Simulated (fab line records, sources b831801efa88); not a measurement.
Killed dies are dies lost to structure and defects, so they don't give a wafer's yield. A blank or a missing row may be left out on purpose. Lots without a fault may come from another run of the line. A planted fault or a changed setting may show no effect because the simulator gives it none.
fab line records | flow gf180mcu
record lots=24 wafers=72 last_day=34
route steps=602 shown CONTACT@310 M3@425 V3@443 M4@458
lots that met no fault: from a run of the same line without faults
start_h: hours from the record's first day to the start of the lot's first wafer shown | wait_h: hours since the lot's step before | " the same as in the row above | L1.1+2: a row that stands for several wafers | - no value, or no start given | * or withheld: withheld | < > ~ a bound
route shown NAME@n: a module of which the file shows steps, and the number in the route of the first | usual: mean/standard deviation of fault-free wafers | same: alike in all rows | chamber/n: place in a boat | sites: the reading at each site | _std_site: their standard deviation | _edge_site: outer sites' mean less inner sites' | radius_mm: how far each site lies from the wafer's centre | mask NAME#n: copy n | behind: the tool/chamber that last shaped the wafer | hold: why the lot was held/for how many hours/how that ended | device: the transistor (n, p or np) that didn't switch | end of line: the same wafers' tests at the end of the route | a step without rows: its recipe alone | killed: dies lost to structure and defects at the first sort, not the wafer's yield | map: a wafer's dies, x killed, . not, _ none there
set.NAME: the setting as run; set.NAME@STEP: as run at that earlier step | model.NAME: the simulator's own value behind a step, which no gauge read
steps of the route over a sample of lots; a table a step, a row a wafer
services: from which hour (start_h, from the record's first day; less than 0 if before it) a tool's chamber was out of use, for how many hours, and why
## steps
# step GF_CONTACT_SPUTTER_23
# recipe material=TiN target_thk_nm=10 chamber_pressure_pa=5 power_w=4000 time_s=40
# usual throttle_valve_pct=29.9/0.89
# columns lot.wafer tool chamber start_h wait_h throttle_valve_pct
L074.1 pvd_sputter-02 - 367.56 0.0 30.6
L074.3 " - " " 30.5
L074.5 " - " " 29.2
L075.1 pvd_sputter-01 - 367.89 0.0 28.4
L075.2 " - " " 29.7
L075.3 " - " " 28.9
L076.1 pvd_sputter-04 - 381.98 0.0 30.5
L076.5 " - " " 30.6
L076.6 " - " " 28.7
L077.1 pvd_sputter-04 - 388.16 0.0 30.2
L077.3 " - " " 29.7
L077.4 " - " " 28.7
L078.1 pvd_sputter-02 - 400.25 0.0 30.7
L078.2 " - " " 29.2
L078.5 " - " " 30.4
L079.1 pvd_sputter-02 - 407.59 0.0 30.5
L079.3 " - " " 29.9
L079.4 " - " " 29.0
L080.3 pvd_sputter-01 - 424.36 0.0 31.0
L080.5 " - " " 29.8
L080.6 " - " " 29.1
L081.3 pvd_sputter-02 - 430.32 0.0 29.9
L081.5 " - " " 30.5
L081.6 " - " " 30.8
L082.1 pvd_sputter-01 - 441.00 0.0 28.8
L082.2 " - " " 28.6
L082.4 " - " " 30.9
L083.3 pvd_sputter-02 - 447.25 0.0 30.7
L083.4 " - " " 30.4
L083.6 " - " " 30.4
L084.2 pvd_sputter-01 - 452.60 0.0 28.4
L084.4 " - " " 29.9
L084.5 " - " " 30.8
L085.2 pvd_sputter-01 - 461.13 0.0 28.7
L085.3 " - " " 28.9
L085.6 " - " " 31.2
L086.2 pvd_sputter-01 - 476.49 0.0 30.9
L086.4 " - " " 30.0
L086.6 " - " " 30.8
L087.1 pvd_sputter-02 - 482.76 0.0 30.5
L087.2 " - " " 29.3
L087.4 " - " " 30.5
L088.1 pvd_sputter-02 - 488.70 0.0 28.9
L088.2 " - " " 30.3
L088.4 " - " " 30.5
L089.3 pvd_sputter-01 - 497.29 0.0 28.8
L089.4 " - " " 29.5
L089.6 " - " " 29.7
L090.1 pvd_sputter-04 - 505.01 0.0 28.4
L090.5 " - " " 28.8
L090.6 " - " " 31.0
L091.1 pvd_sputter-01 - 510.97 0.0 29.6
L091.5 " - " " 28.7
L091.6 " - " " 29.4
L092.1 pvd_sputter-02 - 517.31 0.0 30.7
L092.2 " - " " 29.9
L092.3 " - " " 28.8
L093.2 pvd_sputter-04 - 533.68 0.0 30.3
L093.3 " - " " 28.7
L093.6 " - " " 30.9
L094.1 pvd_sputter-01 - 536.80 0.0 29.6
L094.2 " - " " 28.8
L094.4 " - " " 31.1
L095.3 pvd_sputter-04 - 544.35 0.0 31.3
L095.4 " - " " 29.6
L095.6 " - " " 30.8
L096.3 pvd_sputter-01 - 555.32 0.0 31.0
L096.4 " - " " 29.0
L096.5 " - " " 30.7
L097.1 pvd_sputter-01 - 562.71 0.0 28.9
L097.5 " - " " 30.9
L097.6 " - " " 29.9
# step GF_M3_METAL_ETCH_16
# recipe chemistry=Cl2/BCl3 mask_material=KrF target_depth_nm=627.5 stop_on=SiO2 pressure_mtorr=8 icp_w=800 bias_w=140 Cl2_flow_sccm=80 bcl3_flow_sccm=40 time_s=104.6
# usual bcl3_flow_sccm=39.98/0.11 drypump_motor_current_A=5.9/0.45 oes_product_au=0.970/0.0075 throttle_valve_pct=28.252/0.011
# columns lot.wafer tool chamber start_h wait_h bcl3_flow_sccm drypump_motor_current_A oes_product_au rf_hours_counter_h throttle_valve_pct
L074.1 rie_metal-02 0 493.27 0.0 39.78 5.3 0.974 4.8 28.247
L074.3 " 0 " " 40.02 5.3 0.975 - 28.274
L074.5 " 0 " " 40.07 5.3 0.970 - 28.250
L075.1 rie_metal-01 0 493.62 0.0 40.15 6.3 0.966 8.4 28.254
L075.2 " 1 " " 40.01 6.1 0.972 9.9 28.249
L075.3 " 1 " " 40.17 6.1 0.977 - 28.241
L076.1 rie_metal-03 1 510.20 0.0 39.88 5.7 0.979 6.7 28.235
L076.5 " 0 " " 40.14 6.0 0.971 - 28.254
L076.6 " 1 " " 40.01 5.7 0.971 - 28.243
L077.1 rie_metal-01 0 513.10 0.0 39.92 6.4 0.964 8.8 28.271
L077.3 " 1 " " 40.05 6.0 0.971 - 28.241
L077.4 " 0 " " 40.02 6.4 0.959 - 28.248
L078.1 rie_metal-01 1 525.28 0.0 39.99 6.1 0.969 10.6 28.262
L078.2 " 0 " " 39.74 6.3 0.963 9.1 28.259
L078.5 " 0 " " 40.06 6.4 0.965 - 28.261
L079.1 rie_metal-01 1 534.80 0.0 39.95 6.1 0.969 10.8 28.259
L079.3 " 1 " " 39.97 6.1 0.962 - 28.277
L079.4 " 0 " " 39.67 6.3 0.958 - 28.264
L080.3 rie_metal-01 0 549.09 0.1 39.88 6.4 0.955 - 28.236
L080.5 " 0 " " 40.04 6.4 0.953 - 28.262
L080.6 " 1 " " 40.06 6.1 0.973 - 28.250
L081.3 rie_metal-03 1 555.39 0.1 40.00 5.8 0.976 - 28.258
L081.5 " 0 " " 39.95 6.0 0.965 - 28.258
L081.6 " 1 " " 40.09 5.7 0.975 - 28.248
L082.1 rie_metal-03 0 564.57 0.0 39.95 6.1 0.969 10.2 28.244
L082.2 " 1 " " 40.07 5.7 0.970 8.0 28.244
L082.4 " 1 " " 40.07 5.7 0.979 - 28.240
L083.3 rie_metal-02 1 571.04 0.1 40.03 5.0 0.979 - 28.247
L083.4 " 0 " " 40.00 5.3 0.981 - 28.241
L083.6 " 0 " " 40.12 5.3 0.986 - 28.229
L084.2 rie_metal-03 1 575.68 0.0 40.00 5.7 0.976 8.3 28.266
L084.4 " 0 " " 39.97 6.0 0.983 - 28.241
L084.5 " 0 " " 39.97 6.0 0.975 - 28.265
L085.2 rie_metal-01 0 582.37 0.0 40.22 6.4 0.969 10.6 28.269
L085.3 " 0 " " 40.09 6.3 0.965 - 28.260
L085.6 " 1 " " 39.91 6.1 0.968 - 28.254
L086.2 rie_metal-01 1 597.68 0.0 40.01 6.1 0.974 12.5 28.248
L086.4 " 1 " " 39.98 6.1 0.970 - 28.239
L086.6 " 1 " " 39.85 6.1 0.970 - 28.239
L087.1 rie_metal-03 1 603.17 0.0 39.75 5.7 0.977 9.0 28.242
L087.2 " 0 " " 40.08 6.0 0.969 11.2 28.253
L087.4 " 0 " " 39.90 6.1 0.979 - 28.245
L088.1 rie_metal-02 1 607.12 0.0 39.95 5.0 0.974 4.5 28.249
L088.2 " 0 " " 39.99 5.3 0.952 7.6 28.260
L088.4 " 1 " " 39.97 5.0 0.963 - 28.257
L089.3 rie_metal-03 1 616.19 0.1 40.17 5.7 0.975 - 28.248
L089.4 " 0 " " 40.00 6.0 0.959 - 28.249
L089.6 " 0 " " 40.01 6.0 0.975 - 28.256
L090.1 rie_metal-03 1 621.60 0.0 39.88 5.7 0.978 9.5 28.238
L090.5 " 0 " " 39.88 6.0 0.970 - 28.247
L090.6 " 1 " " 39.94 5.8 0.959 - 28.259
L091.1 rie_metal-02 0 628.12 0.0 40.15 5.3 0.969 8.4 28.253
L091.5 " 1 " " 40.00 5.0 0.960 - 28.254
L091.6 " 0 " " 40.15 5.3 0.973 - 28.250
L092.1 rie_metal-02 0 632.03 0.0 40.03 5.3 0.963 8.5 28.257
L092.2 " 1 " " 40.06 5.0 0.973 5.4 28.243
L092.3 " 1 " " 40.00 5.0 0.967 - 28.242
L093.2 rie_metal-01 0 647.76 0.1 39.87 6.4 0.959 - 28.253
L093.3 " 0 " " 40.02 6.4 0.959 - 28.256
L093.6 " 0 " " 39.90 6.4 0.960 - 28.244
L094.1 rie_metal-03 0 651.13 0.0 39.90 6.0 0.964 12.6 28.242
L094.2 " 1 " " 40.06 5.7 0.976 10.4 28.239
L094.4 " 1 " " 40.11 5.7 0.978 - 28.240
L095.3 rie_metal-01 0 656.59 0.1 39.93 6.3 0.958 - 28.247
L095.4 " 0 " " 40.03 6.4 0.973 - 28.266
L095.6 " 0 " " 39.88 6.4 0.972 - 28.244
L096.3 rie_metal-01 1 665.84 0.1 39.96 6.1 0.975 - 28.262
L096.4 " 1 " " 39.95 6.1 0.976 - 28.246
L096.5 " 1 " " 39.87 6.1 0.975 - 28.259
L097.1 rie_metal-02 0 676.06 0.0 40.01 5.3 0.974 10.0 28.242
L097.5 " 1 " " 39.93 5.0 0.969 - 28.275
L097.6 " 0 " " 39.84 5.3 0.975 - 28.246
# step GF_M3_STRIP_17
# recipe chemistry=O2/N2 power_w=1400 pressure_mtorr=1500 platen_temp_c=250 o2_flow_sccm=3000 n2_flow_sccm=300 overash_fraction=0.5
# usual drypump_motor_current_A=5.6/0.49 heater_power_w=330/29 oes_product_au=0.555/0.005 strip_time_to_endpoint_s=7.80/0.055
# columns lot.wafer tool chamber start_h wait_h drypump_motor_current_A heater_power_w oes_product_au rf_hours_counter_h strip_time_to_endpoint_s
L074.1 plasma_asher-02 1 493.38 0.1 5.7 317 0.553 7 7.75
L074.3 " 1 " " 5.7 304 0.546 - 7.72
L074.5 " 1 " " 5.6 309 0.547 - 7.79
L075.1 plasma_asher-03 0 493.73 0.1 5.6 316 0.556 43 7.82
L075.2 " 1 " " 4.9 306 0.558 43 7.77
L075.3 " 1 " " 4.9 296 0.551 - 7.79
L076.1 plasma_asher-01 0 510.31 0.1 6.4 348 0.552 73 7.73
L076.5 " 0 " " 6.4 355 0.552 - 7.80
L076.6 " 1 " " 5.5 322 0.553 - 7.74
L077.1 plasma_asher-03 1 513.22 0.1 4.9 293 0.560 46 7.89
L077.3 " 0 " " 5.6 332 0.567 - 7.84
L077.4 " 1 " " 4.9 297 0.559 - 7.88
L078.1 plasma_asher-01 1 525.39 0.1 5.4 320 0.563 75 7.83
L078.2 " 0 " " 6.4 353 0.558 75 7.87
L078.5 " 0 " " 6.4 352 0.557 - 7.87
L079.1 plasma_asher-02 0 534.92 0.1 5.1 393 0.550 11 7.83
L079.3 " 1 " " 5.7 297 0.556 - 7.82
L079.4 " 0 " " 5.1 369 0.565 - 7.87
L080.3 plasma_asher-03 0 549.20 0.1 5.6 323 0.562 - 7.89
L080.5 " 1 " " 4.9 300 0.557 - 7.88
L080.6 " 0 " " 5.7 321 0.557 - 7.82
L081.3 plasma_asher-02 1 555.50 0.1 5.7 307 0.542 - 7.74
L081.5 " 0 " " 5.1 382 0.548 - 7.78
L081.6 " 1 " " 5.7 310 0.552 - 7.72
L082.1 plasma_asher-03 0 564.68 0.1 5.6 324 0.556 50 7.80
L082.2 " 1 " " 4.9 287 0.547 50 7.75
L082.4 " 0 " " 5.6 327 0.554 - 7.77
L083.3 plasma_asher-01 1 571.15 0.1 5.4 311 0.547 - 7.81
L083.4 " 0 " " 6.4 355 0.551 - 7.74
L083.6 " 0 " " 6.4 352 0.546 - 7.73
L084.2 plasma_asher-03 0 575.79 0.1 5.6 321 0.541 51 7.73
L084.4 " 0 " " 5.6 331 0.552 - 7.74
L084.5 " 0 " " 5.6 319 0.548 - 7.76
L085.2 plasma_asher-01 1 582.48 0.1 5.4 317 0.557 81 7.92
L085.3 " 1 " " 5.4 310 0.553 - 7.86
L085.6 " 0 " " 6.4 351 0.560 - 7.83
L086.2 plasma_asher-02 0 597.79 0.1 5.1 384 0.553 18 7.77
L086.4 " 0 " " 5.2 400 0.561 - 7.83
L086.6 " 0 " " 5.1 381 0.552 - 7.85
L087.1 plasma_asher-01 0 603.28 0.1 6.4 351 0.555 83 7.71
L087.2 " 1 " " 5.5 310 0.558 83 7.76
L087.4 " 1 " " 5.5 313 0.550 - 7.76
L088.1 plasma_asher-03 0 607.23 0.1 5.6 323 0.559 55 7.79
L088.2 " 1 " " 4.9 292 0.554 55 7.68
L088.4 " 0 " " 5.6 323 0.548 - 7.80
L089.3 plasma_asher-01 1 616.30 0.1 5.4 322 0.551 - 7.74
L089.4 " 0 " " 6.4 355 0.556 - 7.78
L089.6 " 1 " " 5.4 312 0.547 - 7.81
L090.1 plasma_asher-02 0 621.72 0.1 5.1 392 0.557 21 7.73
L090.5 " 0 " " 5.1 379 0.552 - 7.81
L090.6 " 1 " " 5.7 304 0.556 - 7.76
L091.1 plasma_asher-02 1 628.23 0.1 5.7 304 0.557 22 7.78
L091.5 " 1 " " 5.7 317 0.556 - 7.86
L091.6 " 0 " " 5.1 386 0.547 - 7.79
L092.1 plasma_asher-01 0 632.14 0.1 6.3 341 0.554 86 7.75
L092.2 " 1 " " 5.4 328 0.556 86 7.78
L092.3 " 1 " " 5.4 311 0.556 - 7.81
L093.2 plasma_asher-01 1 647.95 0.1 5.4 311 0.561 88 7.86
L093.3 " 1 " " 5.4 313 0.552 - 7.85
L093.6 " 0 " " 6.4 348 0.557 - 7.85
L094.1 plasma_asher-02 1 651.24 0.1 5.7 303 0.554 23 7.70
L094.2 " 0 " " 5.1 375 0.547 23 7.68
L094.4 " 1 " " 5.7 306 0.552 - 7.67
L095.3 plasma_asher-03 0 656.77 0.1 5.6 319 0.551 - 7.84
L095.4 " 1 " " 4.9 297 0.550 - 7.85
L095.6 " 1 " " 4.9 294 0.557 - 7.83
L096.3 plasma_asher-01 1 666.02 0.1 5.4 326 0.559 - 7.84
L096.4 " 0 " " 6.4 350 0.552 - 7.82
L096.5 " 0 " " 6.4 345 0.549 - 7.82
L097.1 plasma_asher-01 0 676.18 0.1 6.4 354 0.546 90 7.72
L097.5 " 1 " " 5.5 319 0.551 - 7.82
L097.6 " 0 " " 6.4 350 0.552 - 7.74
# step GF_V3_CD_MEAS_14
# recipe target_cd_nm=260
# usual cd_nm=260.1/1.2
# columns lot.wafer tool chamber start_h wait_h cd_nm
L074.1 cd_sem-01 - 518.25 0.1 261.3
L074.3 " - " " 260.0
L074.5 " - " " 260.5
L075.1 cd_sem-02 - 518.56 0.1 260.8
L075.2 " - " " 261.7
L075.3 " - " " 261.0
L076.1 cd_sem-02 - 534.30 0.1 260.0
L076.5 " - " " 259.5
L076.6 " - " " 259.4
L077.1 cd_sem-02 - 537.82 0.1 259.6
L077.3 " - " " 259.6
L077.4 " - " " 258.9
L078.1 cd_sem-02 - 549.32 0.1 260.2
L078.2 " - " " 261.2
L078.5 " - " " 261.9
L079.1 cd_sem-02 - 558.70 0.1 258.3
L079.3 " - " " 258.1
L079.4 " - " " 258.1
L080.3 cd_sem-02 - 572.44 0.1 259.7
L080.5 " - " " 259.7
L080.6 " - " " 260.3
L081.3 cd_sem-01 - 579.40 0.1 259.5
L081.5 " - " " 260.5
L081.6 " - " " 260.0
L082.1 cd_sem-01 - 588.20 0.1 257.8
L082.2 " - " " 257.9
L082.4 " - " " 256.5
L083.3 cd_sem-02 - 593.56 0.1 259.9
L083.4 " - " " 259.0
L083.6 " - " " 259.7
L084.2 cd_sem-02 - 598.57 0.1 261.8
L084.4 " - " " 260.3
L084.5 " - " " 262.2
L085.2 cd_sem-02 - 604.93 0.1 262.5
L085.3 " - " " 262.2
L085.6 " - " " 262.5
L086.2 cd_sem-02 - 619.57 0.1 260.2
L086.4 " - " " 259.0
L086.6 " - " " 259.1
L087.1 cd_sem-01 - 625.06 0.1 259.9
L087.2 " - " " 259.3
L087.4 " - " " 260.5
L088.1 cd_sem-01 - 629.07 0.1 258.8
L088.2 " - " " 260.6
L088.4 " - " " 260.8
L089.3 cd_sem-02 - 637.31 0.1 259.9
L089.4 " - " " 259.5
L089.6 " - " " 259.9
L090.1 cd_sem-02 - 642.85 0.1 260.8
L090.5 " - " " 260.5
L090.6 " - " " 259.8
L091.1 cd_sem-02 - 649.56 0.1 259.7
L091.5 " - " " 258.1
L091.6 " - " " 259.0
L092.1 cd_sem-01 - 653.45 0.1 260.8
L092.2 " - " " 261.7
L092.3 " - " " 261.2
L093.2 cd_sem-02 - 668.82 0.1 260.4
L093.3 " - " " 260.2
L093.6 " - " " 262.6
L094.1 cd_sem-02 - 671.97 0.1 260.1
L094.2 " - " " 258.5
L094.4 " - " " 259.5
L095.3 cd_sem-01 - 677.11 0.1 259.1
L095.4 " - " " 258.2
L095.6 " - " " 259.0
L096.3 cd_sem-01 - 686.13 0.2 261.6
L096.4 " - " " 261.4
L096.5 " - " " 261.0
L097.1 cd_sem-02 - 695.90 0.1 260.7
L097.5 " - " " 261.7
L097.6 " - " " 261.4
# step GF_V3_RS_MEAS_24
# recipe thk_meas_gauge=four-point-probe reads=W_of_V3_CVD_23+TiN_of_V3_SPUTTER_22+Ti_of_V3_SPUTTER_21
# usual V3_W_RS=0.324/0.0045
# columns lot.wafer tool chamber start_h wait_h V3_W_RS[ohm/sq]
L074.1 film_metro-04 - 519.28 0.1 0.322
L074.3 " - " " 0.327
L074.5 " - " " 0.321
L075.1 film_metro-01 - 519.59 0.1 0.324
L075.2 " - " " 0.316
L075.3 " - " " 0.314
L076.1 film_metro-04 - 535.37 0.1 0.316
L076.5 " - " " 0.315
L076.6 " - " " 0.325
L077.1 film_metro-04 - 538.88 0.1 0.330
L077.3 " - " " 0.331
L077.4 " - " " 0.323
L078.1 film_metro-02 - 550.76 0.1 0.332
L078.2 " - " " 0.320
L078.5 " - " " 0.331
L079.1 film_metro-02 - 559.78 0.1 0.327
L079.3 " - " " 0.327
L079.4 " - " " 0.317
L080.3 film_metro-01 - 573.59 0.1 0.321
L080.5 " - " " 0.321
L080.6 " - " " 0.325
L081.3 film_metro-02 - 580.46 0.1 0.318
L081.5 " - " " 0.319
L081.6 " - " " 0.334
L082.1 film_metro-01 - 589.57 0.1 0.321
L082.2 " - " " 0.324
L082.4 " - " " 0.324
L083.3 film_metro-04 - 594.59 0.1 0.332
L083.4 " - " " 0.323
L083.6 " - " " 0.328
L084.2 film_metro-04 - 599.60 0.1 0.324
L084.4 " - " " 0.318
L084.5 " - " " 0.320
L085.2 film_metro-04 - 605.96 0.1 0.321
L085.3 " - " " 0.325
L085.6 " - " " 0.321
L086.2 film_metro-01 - 620.61 0.1 0.328
L086.4 " - " " 0.330
L086.6 " - " " 0.315
L087.1 film_metro-02 - 626.09 0.1 0.324
L087.2 " - " " 0.321
L087.4 " - " " 0.330
L088.1 film_metro-02 - 630.10 0.1 0.324
L088.2 " - " " 0.328
L088.4 " - " " 0.326
L089.3 film_metro-01 - 638.35 0.1 0.324
L089.4 " - " " 0.320
L089.6 " - " " 0.320
L090.1 film_metro-02 - 643.93 0.1 0.326
L090.5 " - " " 0.320
L090.6 " - " " 0.325
L091.1 film_metro-04 - 650.61 0.1 0.320
L091.5 " - " " 0.323
L091.6 " - " " 0.319
L092.1 film_metro-04 - 654.48 0.1 0.327
L092.2 " - " " 0.324
L092.3 " - " " 0.323
L093.2 film_metro-04 - 669.87 0.1 0.328
L093.3 " - " " 0.330
L093.6 " - " " 0.320
L094.1 film_metro-01 - 673.00 0.1 0.318
L094.2 " - " " 0.331
L094.4 " - " " 0.320
L095.3 film_metro-01 - 678.14 0.1 0.322
L095.4 " - " " 0.329
L095.6 " - " " 0.321
L096.3 film_metro-01 - 687.17 0.1 0.325
L096.4 " - " " 0.324
L096.5 " - " " 0.324
L097.1 film_metro-02 - 696.96 0.1 0.327
L097.5 " - " " 0.323
L097.6 " - " " 0.326
# step GF_M4_SPUTTER_02
# recipe material=AlCu target_thk_nm=450 power_w=10600 time_s=23.9 chamber_pressure_pa=0.4
# usual throttle_valve_pct=30.2/0.88
# columns lot.wafer tool chamber start_h wait_h throttle_valve_pct
L074.1 pvd_sputter-04 - 519.89 0.0 30.8
L074.3 " - " " 29.8
L074.5 " - " " 30.7
L075.1 pvd_sputter-02 - 520.20 0.0 30.5
L075.2 " - " " 30.0
L075.3 " - " " 30.5
L076.1 pvd_sputter-02 - 535.98 0.0 29.1
L076.5 " - " " 30.6
L076.6 " - " " 30.6
L077.1 pvd_sputter-04 - 539.49 0.0 30.8
L077.3 " - " " 29.7
L077.4 " - " " 28.5
L078.1 pvd_sputter-02 - 551.37 0.0 29.8
L078.2 " - " " 30.7
L078.5 " - " " 30.8
L079.1 pvd_sputter-03 - 560.63 0.0 31.2
L079.3 " - " " 31.2
L079.4 " - " " 29.7
L080.3 pvd_sputter-03 - 575.36 0.0 31.2
L080.5 " - " " 31.5
L080.6 " - " " 29.0
L081.3 pvd_sputter-02 - 581.28 0.0 30.2
L081.5 " - " " 30.4
L081.6 " - " " 28.9
L082.1 pvd_sputter-03 - 590.27 0.0 31.3
L082.2 " - " " 31.1
L082.4 " - " " 29.0
L083.3 pvd_sputter-04 - 595.16 0.0 28.4
L083.4 " - " " 29.6
L083.6 " - " " 30.7
L084.2 pvd_sputter-03 - 600.19 0.0 31.3
L084.4 " - " " 28.6
L084.5 " - " " 31.1
L085.2 pvd_sputter-03 - 606.55 0.0 31.4
L085.3 " - " " 29.1
L085.6 " - " " 31.1
L086.2 pvd_sputter-03 - 621.20 0.0 31.2
L086.4 " - " " 31.4
L086.6 " - " " 31.0
L087.1 pvd_sputter-03 - 626.70 0.0 29.7
L087.2 " - " " 31.4
L087.4 " - " " 31.0
L088.1 pvd_sputter-03 - 630.71 0.0 29.9
L088.2 " - " " 31.0
L088.4 " - " " 31.2
L089.3 pvd_sputter-03 - 638.92 0.0 31.1
L089.4 " - " " 30.1
L089.6 " - " " 31.1
L090.1 pvd_sputter-03 - 644.54 0.0 28.9
L090.5 " - " " 31.3
L090.6 " - " " 31.3
L091.1 pvd_sputter-02 - 651.22 0.0 29.3
L091.5 " - " " 28.8
L091.6 " - " " 30.6
L092.1 pvd_sputter-04 - 655.09 0.0 31.1
L092.2 " - " " 30.8
L092.3 " - " " 29.7
L093.2 pvd_sputter-04 - 670.46 0.0 28.7
L093.3 " - " " 30.8
L093.6 " - " " 31.0
L094.1 pvd_sputter-03 - 673.61 0.0 30.1
L094.2 " - " " 31.1
L094.4 " - " " 29.0
L095.3 pvd_sputter-02 - 678.71 0.0 29.0
L095.4 " - " " 30.0
L095.6 " - " " 29.8
L096.3 pvd_sputter-02 - 687.94 0.0 28.7
L096.4 " - " " 30.5
L096.5 " - " " 28.9
L097.1 pvd_sputter-02 - 697.57 0.0 29.9
L097.5 " - " " 30.5
L097.6 " - " " 28.8
## services
# columns tool chamber start_h hours kind
pvd_sputter-04 - 383.53 2.6 repair
pvd_sputter-01 - 387.89 29.4 repair
rie_metal-01 - 416.39 0.4 repair
rie_metal-03 - 420.65 2.8 pm
pvd_sputter-03 - 426.64 4.7 repair
rie_metal-01 0 426.70 6.2 repair
pvd_sputter-04 - 440.37 13.6 repair
pvd_sputter-04 - 445.56 2.9 repair
plasma_asher-01 - 452.46 2.8 pm
pvd_sputter-02 - 474.44 3.5 repair
pvd_sputter-02 - 491.33 12.8 repair
rie_metal-03 1 494.81 2.1 repair
rie_metal-01 0 555.06 6.4 repair
rie_metal-01 1 557.82 6.9 repair
rie_metal-03 - 560.04 4.3 pm
pvd_sputter-04 - 573.51 2.1 repair
rie_metal-03 - 597.38 0.6 repair
pvd_sputter-04 - 604.51 3.5 repair
pvd_sputter-01 - 615.46 2.5 repair
pvd_sputter-02 - 617.70 6.2 repair
rie_metal-01 1 624.75 4.2 repair
rie_metal-01 - 650.47 2.8 pm
plasma_asher-01 - 669.61 4.3 repair
pvd_sputter-03 - 677.38 1.3 repair
## key
fault none
